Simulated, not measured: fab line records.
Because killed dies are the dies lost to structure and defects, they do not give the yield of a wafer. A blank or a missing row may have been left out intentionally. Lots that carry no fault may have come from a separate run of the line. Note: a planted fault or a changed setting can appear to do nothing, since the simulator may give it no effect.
Struck lot and sound lot, side by side | flow sfqLine | 13 out of 325 route steps
Sound: the wafers L797.1, L797.5, L797.6. Struck: wafer L796.1. (L796.2, L796.4 of the same lot were not struck and are left out.) The cause comes at the end.
Order at every step that has rows: each side's tool, ch and its chambers, its first start. Under that, the readings that differ: sound wafers | struck wafers | difference of the means | sigmas: that difference in standard deviations of wafers without a fault.
alike: words and numbers the same on both sides, and readings whose means are apart by under 2 such deviations; not compared: readings that were withheld, readings missing a value for some wafer, numbers with overlapping values and no deviation given by the record, and bounds like >300 which may hide the same value.
Wherever a step has rows on one side only, a row that says differs or no value, or a row with sigmas, the two part there. When numbers do not overlap yet have no deviation, they are printed without sigmas and do not part them. A reading missing from all wafers of one side parts the sides only when that side holds two or more wafers.

first, 1 step without rows for these wafers: SFQ_TRILAYER_M4_DEP_PRE_CLEAN_092 (time 22.5 s).
SFQ_TRILAYER_M4_DEP_SPUTTER_091: material Nb, target thk 200 nm, time 133.3 s.
  struck on pvdSputter-03, day 57 06:53; sound on pvdSputter-04, day 57 11:41
  alike: throttleValvePct
SFQ_M4_RS_MEAS_924: measurement is done with a four-point probe.
  struck on filmMetro-01, day 57 06:59; sound on filmMetro-03, day 57 11:47
  alike: M4_NB_RS
then, 6 steps without rows for these wafers: SFQ_TRILAYER_M4_LITHO_COAT_098 (resist thk 62 nm); SFQ_TRILAYER_M4_LITHO_COAT_093 (resist thk 600 nm); SFQ_TRILAYER_M4_LITHO_SOFTBAKE_097; SFQ_TRILAYER_M4_LITHO_EXPOSE_094 (exposes mask M4, target cd 500 nm); SFQ_TRILAYER_M4_LITHO_PEB_096 (peb time 60 s); SFQ_TRILAYER_M4_LITHO_DEVELOP_095 (time 60 s).
-- the record jumps here: 5 days lie between the struck wafers' starts before and after --
SFQ_M4_OVL_MEAS_926:
  struck on overlay-01, day 62 02:13; sound on overlay-01, day 62 07:01
  alike: M4_OVL
SFQ_TRILAYER_M4_BARC_OPEN_METAL_ETCH_123: etches BARC in O2, target depth 125 nm, time 41.7 s.
  sound on rieMetal-04 ch 0,1, day 62 07:03; struck on rieMetal-03 ch 0, day 62 02:15
  alike: chamberPressureMTorr, drypumpMotorCurrentA, oesProductAu, runLengthS
  not compared: rfHoursCounterH
SFQ_TRILAYER_M4_ETCH_METAL_ETCH_096: etches Nb in Cl2/Ar, stops on SiO2, target depth 240 nm, time 120 s.
  sound on rieMetal-04 ch 0,1, day 62 07:07; struck on rieMetal-03 ch 0, day 62 02:19
reading                                            | sound             | struck | difference | sigmas
oesProductAu (a.u.)                                | 0.905 0.884 0.889 | 0.793  | -0.100     | -12
runLengthS (s)                                     | 148.5 148.3 148.6 | 179.4  | +30.9      | +46
model.KrF_of_TRILAYER_M4_LITHO_COAT_093.thkNm (nm) | 380.4 377.6 381.9 | 342.2  | -37.8      | 
model.SiO2_of_TRILAYER_I3_DEP_PECVD_081.thkNm (nm) | 191.9 193 191.2   | 186.6  | -5.4       | 
model.M4.featureDepthNm (nm)                       | 200.2 199.2 200.2 | 206.2  | +6.3       | 
  alike: chamberPressureMTorr, drypumpMotorCurrentA
  not compared: rfHoursCounterH
SFQ_TRILAYER_M4_STRIP_STRIP_097: strips in O2.
  sound on rieMetal-04 ch 0,1, day 62 07:14; struck on rieMetal-03 ch 0, day 62 02:26
  alike: chamberPressureMTorr, drypumpMotorCurrentA, oesProductAu
  not compared: rfHoursCounterH

## WHERE THEY PART
At SFQ_TRILAYER_M4_ETCH_METAL_ETCH_096 and nowhere else, as far as this record goes. Later steps at which nothing parts them and some readings are alike: SFQ_TRILAYER_M4_STRIP_STRIP_097.

WHY: what the simulator had put in
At SFQ_TRILAYER_M4_ETCH_METAL_ETCH_096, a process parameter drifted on rieMetal-03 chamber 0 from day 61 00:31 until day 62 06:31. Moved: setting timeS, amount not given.
